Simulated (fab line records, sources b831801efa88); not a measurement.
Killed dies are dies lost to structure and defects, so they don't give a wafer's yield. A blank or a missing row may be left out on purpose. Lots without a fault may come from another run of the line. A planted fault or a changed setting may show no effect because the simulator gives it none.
fab line records | flow sfq_line
record lots=14 wafers=42 last_day=92
route steps=325 shown M6@262
lots that met no fault: from a run of the same line without faults
start_h: hours from the record's first day to the start of the lot's first wafer shown | wait_h: hours since the lot's step before | " the same as in the row above | L1.1+2: a row that stands for several wafers | - no value, or no start given | * or withheld: withheld | < > ~ a bound
route shown NAME@n: a module of which the file shows steps, and the number in the route of the first | usual: mean/standard deviation of fault-free wafers | same: alike in all rows | chamber/n: place in a boat | sites: the reading at each site | _std_site: their standard deviation | _edge_site: outer sites' mean less inner sites' | radius_mm: how far each site lies from the wafer's centre | mask NAME#n: copy n | behind: the tool/chamber that last shaped the wafer | hold: why the lot was held/for how many hours/how that ended | device: the transistor (n, p or np) that didn't switch | end of line: the same wafers' tests at the end of the route | a step without rows: its recipe alone | killed: dies lost to structure and defects at the first sort, not the wafer's yield | map: a wafer's dies, x killed, . not, _ none there
set.NAME: the setting as run; set.NAME@STEP: as run at that earlier step | model.NAME: the simulator's own value behind a step, which no gauge read
steps of the route over a sample of lots; a table a step, a row a wafer
services: from which hour (start_h, from the record's first day; less than 0 if before it) a tool's chamber was out of use, for how many hours, and why
## steps
# step SFQ_TRILAYER_M6_BARC_OPEN_METAL_ETCH_206
# recipe mask_material=PR chemistry=O2 target_depth_nm=125 target=BARC icp_w=600 bias_w=80 pressure_mtorr=10 time_s=41.7
# usual drypump_motor_current_A=5.3/0.31 he_backside_leak_sccm=3.6/0.47 oes_product_au=0.686/0.0046 rf_fwd_power_W=593.9/2.2
# columns lot.wafer tool chamber start_h wait_h drypump_motor_current_A he_backside_leak_sccm oes_product_au rf_fwd_power_W rf_hours_counter_h
L933.1 rie_metal-03 0 1833.72 0.0 5.2 3.3 0.686 589.6 89
L933.3 " 0 " " 5.3 3.4 0.688 591.8 -
L933.5 " 1 " " 5.5 3.6 0.692 595.0 -
L934.3 rie_metal-03 1 1836.14 0.0 5.5 3.5 0.688 593.7 -
L934.4 " 0 " " 5.3 6.4 0.691 595.9 -
L934.6 " 1 " " 5.5 3.5 0.688 593.3 -
L936.1 rie_metal-02 0 1839.72 0.0 5.7 3.4 0.688 596.6 73
L936.3 " 0 " " 5.7 3.3 0.680 595.7 -
L936.4 " 1 " " 4.7 3.8 0.682 596.8 -
L937.2 rie_metal-02 0 1842.12 0.0 5.7 3.5 0.680 593.0 73
L937.3 " 0 " " 5.7 3.5 0.685 593.0 -
L937.4 " 1 " " 4.7 3.7 0.688 597.7 -
L938.2 rie_metal-03 0 1845.72 0.0 5.3 6.3 0.687 594.2 91
L938.3 " 1 " " 5.5 3.4 0.687 592.8 -
L938.4 " 0 " " 5.2 3.4 0.692 594.7 -
L941.3 rie_metal-03 0 1852.94 0.0 5.3 3.4 0.687 598.0 -
L941.5 " 1 " " 5.5 3.7 0.688 594.4 -
L941.6 " 0 " " 5.3 3.4 0.693 594.2 -
L944.2 rie_metal-03 1 1857.72 0.0 5.5 3.6 0.686 688.8 53
L944.3 " 1 " " 5.5 3.5 0.689 689.1 -
L944.5 " 0 " " 5.2 3.0 0.690 685.1 -
L945.3 rie_metal-02 0 1863.74 0.0 5.7 3.3 0.697 593.8 -
L945.4 " 1 " " 4.7 3.6 0.684 593.8 -
L945.6 " 1 " " 4.7 3.6 0.686 593.4 -
L946.2 rie_metal-04 1 1869.39 0.0 5.3 3.4 0.687 590.7 80
L946.3 " 0 " " 5.1 4.0 0.690 591.8 -
L946.5 " 1 " " 5.4 3.4 0.688 590.5 -
L947.2 rie_metal-03 1 1875.39 0.0 5.5 3.4 0.684 687.8 56
L947.5 " 1 " " 5.5 3.5 0.685 691.4 -
L947.6 " 0 " " 5.3 3.5 0.683 692.9 -
L948.2 rie_metal-02 1 1878.99 0.0 4.7 3.8 0.689 596.2 86
L948.3 " 1 " " 4.7 3.8 0.682 594.2 -
L948.4 " 0 " " 5.7 3.4 0.684 596.0 -
L954.2 rie_metal-02 1 1912.59 0.0 4.7 3.7 0.687 596.0 90
L954.4 " 1 " " 4.7 3.7 0.693 597.1 -
L954.6 " 0 " " 5.7 3.5 0.686 596.0 -
L955.1 rie_metal-02 1 1917.39 0.0 4.7 3.5 0.684 592.1 91
L955.2 " 0 " " 5.7 3.4 0.683 594.5 87
L955.6 " 0 " " 5.7 3.5 0.690 596.9 -
L956.1 rie_metal-04 1 1920.24 0.0 5.3 3.2 0.685 591.4 85
L956.2 " 0 " " 5.1 3.9 0.687 591.6 127
L956.6 " 1 " " 5.3 3.1 0.684 591.1 -
## services
# columns tool chamber start_h hours kind
rie_metal-02 - 1824.95 0.3 repair
rie_metal-03 - 1862.88 0.7 repair
rie_metal-04 - 1887.24 1.9 repair
rie_metal-04 1 1889.41 12.1 repair
rie_metal-03 1 1895.63 10.1 repair
rie_metal-02 1 1897.77 7.3 repair
## key
first_sign step=SFQ_TRILAYER_M6_BARC_OPEN_METAL_ETCH_206 reading=rf_fwd_power_W direction=up sigmas=44 usual=593.9 struck=689.2
effect none on later readings
met_at SFQ_TRILAYER_M6_BARC_OPEN_METAL_ETCH_206
struck_lots L944,L947
onset_between 1852.94 1857.72
fault kind=process_parameter_drift tool=rie_metal-03 chamber=- onset_h=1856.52 steps=SFQ_TRILAYER_M6_BARC_OPEN_METAL_ETCH_206 channel=icp_w offset=96 shape=step end_h=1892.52 acts_in=these_recipes_only stated=600
